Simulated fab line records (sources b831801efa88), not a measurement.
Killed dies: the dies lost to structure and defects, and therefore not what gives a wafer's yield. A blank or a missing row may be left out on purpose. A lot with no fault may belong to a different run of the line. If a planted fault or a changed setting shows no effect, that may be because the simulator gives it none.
Which tool was responsible?	flow sfqLine	7 lots (19 wafers sampled), 1 step of a 325-step route

## WHAT THE GAUGES READ, wafer by wafer
SFQ_INCOMING_BOW_MEAS_900.
lot	measured	on	INCOMING_BOW (um)
L135	day 1 20:00	filmMetro-01	7 0 11
L137	day 2 06:00	filmMetro-02	1 4 5
L141	day 3 02:02	filmMetro-01	3 8 -1
L143	day 3 12:02	filmMetro-03	3 -6 5
L145	day 3 22:01	filmMetro-02	-8 10 -1
L151	day 5 04:00	filmMetro-02	-15 3
L155	day 6 00:04	filmMetro-02	7 8

## EACH LOT AND THE TOOL THAT RAN IT (in order: tool; ch and the chambers of the sampled wafers; start)
The record holds no process step before these readings.

## THE ANSWER, worked out from the rows above alone
Rule: usual is defined by the lots themselves. Put in order of their means at a reading, lots are off if they are a third of the lots or fewer, leave a main group of 4 or more, and stand apart from it by a gap of 3 or more times the standard deviation of the main group's means; of several such gaps the widest counts. A main group is skipped when, at the precision printed for the reading in the tables above, its means are all equal. Also off: a lot with no number at a reading for which 4 or more lots have one. Where the step has rows for the other lots, those lots are counted as sound.
No lot is off at any reading shown: from this, nothing can be told.

## WHAT HAD BEEN PUT IN BY THE SIMULATOR
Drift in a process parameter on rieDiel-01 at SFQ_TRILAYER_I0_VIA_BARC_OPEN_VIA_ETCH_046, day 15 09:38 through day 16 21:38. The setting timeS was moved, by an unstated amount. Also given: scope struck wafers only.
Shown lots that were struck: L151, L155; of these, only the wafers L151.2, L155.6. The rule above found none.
